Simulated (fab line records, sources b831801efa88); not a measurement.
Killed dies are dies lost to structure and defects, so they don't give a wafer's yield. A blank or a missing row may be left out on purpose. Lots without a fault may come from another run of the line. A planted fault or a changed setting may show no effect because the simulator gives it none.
Split-lot experiment | flow sfq_line | 5 lots, 23 wafers read, on a route of 325 steps

THE SPLIT
At SFQ_TRILAYER_M1_DEP_SPUTTER_037 (material Nb, target thk 200 nm, time 133.3 s), the setting time_s was moved away from the recipe's 133.3 s on 5 of the 23 wafers read, by -9.6% to -9.3%. The other wafers ran this setting at the recipe's value.

FROM THE SPLIT TO THE READING: what the file shows between them, 5 steps
- SFQ_M1_RS_MEAS_909: measures by four-point-probe
- SFQ_TRILAYER_M1_LITHO_EXPOSE_040: exposes mask M1, target cd 500 nm (also split here: dose_mj)
- SFQ_TRILAYER_M1_LITHO_PEB_042: peb time 60 s
- SFQ_TRILAYER_M1_LITHO_DEVELOP_041: time 60 s
- SFQ_TRILAYER_M1_BARC_OPEN_METAL_ETCH_054: etches BARC in O2, target depth 125 nm, time 41.7 s

THE READING
oes_product_au, in a.u., at SFQ_TRILAYER_M1_ETCH_METAL_ETCH_042 (etches Nb in Cl2/Ar, stops on SiO2, target depth 240 nm, time 120 s). Fault-free wafers of this fab line usually give 0.894 a.u., standard deviation 0.0062 a.u..

wafer  | tool, chamber at the split | time_s as run, s | against the recipe | oes_product_au, a.u. | against lot-mates on the recipe
L079.2 | pvd_sputter-04, -          | 133.3            | recipe             | 0.883                | -
L079.3 | pvd_sputter-04, -          | 133.3            | recipe             | 0.899                | -
L079.4 | pvd_sputter-04, -          | 133.3            | recipe             | 0.898                | -
L079.5 | pvd_sputter-04, -          | 133.3            | recipe             | 0.882                | -
L079.6 | pvd_sputter-04, -          | 133.3            | recipe             | 0.884                | -
L081.3 | pvd_sputter-04, -          | 133.3            | recipe             | 0.901                | -
L081.5 | pvd_sputter-04, -          | 133.3            | recipe             | 0.892                | -
L081.6 | pvd_sputter-04, -          | 133.3            | recipe             | 0.895                | -
L083.1 | pvd_sputter-06, -          | 133.3            | recipe             | 0.895                | -
L083.2 | pvd_sputter-06, -          | 133.3            | recipe             | 0.900                | -
L083.4 | pvd_sputter-06, -          | 120.9            | -9.3%              | 0.843                | -0.053
L083.5 | pvd_sputter-06, -          | 120.9            | -9.3%              | 0.837                | -0.059
L083.6 | pvd_sputter-06, -          | 133.3            | recipe             | 0.893                | -
L084.1 | pvd_sputter-06, -          | 133.3            | recipe             | 0.889                | -
L084.2 | pvd_sputter-06, -          | 133.3            | recipe             | 0.896                | -
L084.3 | pvd_sputter-06, -          | 133.3            | recipe             | 0.905                | -
L084.4 | pvd_sputter-06, -          | 133.3            | recipe             | 0.902                | -
L084.6 | pvd_sputter-06, -          | 133.3            | recipe             | 0.902                | -
L085.1 | pvd_sputter-04, -          | 133.3            | recipe             | 0.892                | -
L085.2 | pvd_sputter-04, -          | 133.3            | recipe             | 0.883                | -
L085.3 | pvd_sputter-04, -          | 120.5            | -9.6%              | 0.839                | -0.048
L085.4 | pvd_sputter-04, -          | 120.5            | -9.6%              | 0.838                | -0.049
L085.5 | pvd_sputter-04, -          | 120.5            | -9.6%              | 0.832                | -0.055

THE FIT
A straight line over all 23 wafers: oes_product_au changes by +0.00592 a.u. for each +1% of time_s; r = +0.96; the points scatter about the line by 0.0067 a.u..
The same after taking each lot's own level away (the mean of its wafers on the recipe; 23 wafers): +0.00559 a.u. for each +1%; r = +0.97; scatter 0.0056 a.u..
On that fit, the largest move of time_s shifts the reading by 0.054 a.u..
The lots' own levels span 0.8875 to 0.8988 a.u., that is 1.8 times the standard deviation above.
So the lot-to-lot level changes the slope little: the two slopes agree.
Check: with one of the wafers moved furthest among these (-9.6%) left out of the fit, the line predicts -0.0551 a.u. for it against its lot-mates. It came out at -0.0485 a.u. against them.

OTHER SPLITS ON THESE WAFERS
These wafers also went through other splits before the reading. Each is held against what the fit with the lots' levels taken away leaves over:
other split on the same wafers                   | wafers away from the commonest value | r with oes_product_au (lot level and that fit taken away)
SFQ_TRILAYER_INCOMING_OXIDATION_002 temp_c       | 15                                   | -0.16
SFQ_TRILAYER_L0_LITHO_COAT_005 resist_thk_nm     | 10                                   | -0.09
SFQ_TRILAYER_L0_VIA_LITHO_COAT_013 resist_thk_nm | 8                                    | -0.05
SFQ_TRILAYER_L0_VIA_ETCH_VIA_ETCH_016 bias_w     | 10                                   | +0.00
SFQ_TRILAYER_M0_LITHO_COAT_021 spin_rpm          | 7                                    | +0.11
SFQ_TRILAYER_M0_LITHO_PEB_024 peb_time_s         | 9                                    | -0.12
SFQ_TRILAYER_M0_ETCH_METAL_ETCH_024 icp_w        | 8                                    | -0.17
SFQ_TRILAYER_I0_VIA_LITHO_COAT_036 resist_thk_nm | 11                                   | +0.13
SFQ_TRILAYER_M1_LITHO_EXPOSE_040 dose_mj         | 6                                    | -0.21

THE WHOLE CHAIN: every reading that the file lists as answering this split, in the file's order
step                                | what it does                                                        | reading                                                                                   | change (the file's fit)                   | r (the file's)
SFQ_TRILAYER_M1_DEP_SPUTTER_037     | material Nb, target thk 200 nm, time 133.3 s                        | Nb_of_TRILAYER_M1_DEP_SPUTTER_037.thk_nm (the simulator's own value, which no gauge read) | +2.26 nm for each +1% of the setting      | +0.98
SFQ_M1_RS_MEAS_909                  | measures by four-point-probe                                        | M1_NB_RS                                                                                  | -0.0113 for each +1% of the setting       | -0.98
SFQ_TRILAYER_M1_ETCH_METAL_ETCH_042 | etches Nb in Cl2/Ar, stops on SiO2, target depth 240 nm, time 120 s | oes_product_au                                                                            | +0.00567 a.u. for each +1% of the setting | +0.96

THE FILE'S OWN FIT
oes_product_au changes by +0.00567 a.u. for each +1% of time_s, r = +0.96.
